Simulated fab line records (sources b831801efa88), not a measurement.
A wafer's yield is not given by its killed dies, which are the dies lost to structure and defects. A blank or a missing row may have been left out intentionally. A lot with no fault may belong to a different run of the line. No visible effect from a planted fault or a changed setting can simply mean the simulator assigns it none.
Struck lot and sound lot, side by side -- flow gf180mcu -- 14 steps out of a route of 602
Sound: the wafers L691.1, L691.3, L691.4. The struck wafers were L698.1, L698.3, L698.6. The cause comes at the end.
Per side, at each step with rows, come the tool, then ch with its chambers, and then its first start. Under that, the readings that differ: sound wafers -- struck wafers -- difference of the means -- sigmas: that difference in standard deviations of wafers without a fault.
alike: words and numbers the same on both sides, and readings whose means are apart by under 2 such deviations; not compared: readings that were withheld, readings missing a value for some wafer, numbers with overlapping values and no deviation given by the record, and bounds like >300 which may hide the same value.
A row with sigmas, a row that says differs or no value, or rows on one side alone: a step with any of these is where the two part. Non-overlapping numbers with no deviation appear without sigmas and do not part them. Lack of a reading on every wafer of one side parts them only where that side has two or more wafers.

GF_M2_SPUTTER_01: material TiN, target thk 30 nm, time 25 s.
  sound on pvdSputter-03 at day 22 16:52; struck on pvdSputter-01 at day 24 09:17
  alike: cathodeDcPowerW, throttleValvePct
GF_M2_SPUTTER_02: material AlCu, target thk 450 nm, time 23.9 s.
  sound on pvdSputter-03 at day 22 16:54; struck on pvdSputter-01 at day 24 09:19
  alike: cathodeDcPowerW, throttleValvePct
GF_M2_SPUTTER_03: material Ti, target thk 10 nm, time 6.7 s.
  sound on pvdSputter-03 at day 22 16:56; struck on pvdSputter-01 at day 24 09:20
  alike: cathodeDcPowerW, throttleValvePct
GF_M2_SPUTTER_04: material TiN, target thk 50 nm, time 41.7 s.
  sound on pvdSputter-03 at day 22 16:57; struck on pvdSputter-01 at day 24 09:22
  alike: cathodeDcPowerW, throttleValvePct
GF_M2_RS_MEAS_05: measurement is done with a four-point probe.
  sound on filmMetro-02 at day 22 16:59; struck on filmMetro-02 at day 24 09:24
  alike: M2_ALCU_RS
GF_M2_THK_MEAS_06: measures by xrf.
  sound on filmMetro-02 at day 22 17:07; struck on filmMetro-02 at day 24 09:31
  alike: M2_ALCU_THK
then, 6 steps without rows for these wafers: GF_M2_DEHYDRATE_07 (time 60 s); GF_M2_HMDS_08 (prime time 60 s); GF_M2_COAT_09 (resist thk 1000 nm); GF_M2_SOFTBAKE_10 (time 60 s); GF_M2_EXPOSE_11 (exposes mask Metal2, target cd 280 nm); GF_M2_PEB_12 (peb time 90 s).
GF_M2_DEVELOP_13: develop time 60 s.
  sound on lithoTrack-03 ch 0, day 23 15:34; struck on lithoTrack-03, day 25 06:25
  no value came back on the struck wafers for chillPlateTempC (C), developTimeS (s); on the sound wafers chillPlateTempC (C) reads 22.96 22.96 23.12
reading,sound,struck,difference,sigmas
model.KrF_of_M2_COAT_09.thkNm (nm),987.5 987.8 986,1004 1001 1000,+15,
GF_M2_CD_MEAS_14 targets a cd of 280 nm.
  sound on cdSem-02 at day 23 15:43; struck on cdSem-01 at day 25 06:34
reading,sound,struck,difference,sigmas
cdNm (nm),280.0 279.7 279.1,- - -,no value on the struck wafers,

## WHERE THEY PART
Earliest at GF_M2_DEVELOP_13; latest, in this record, at GF_M2_CD_MEAS_14.

WHY: whatever the simulator had introduced
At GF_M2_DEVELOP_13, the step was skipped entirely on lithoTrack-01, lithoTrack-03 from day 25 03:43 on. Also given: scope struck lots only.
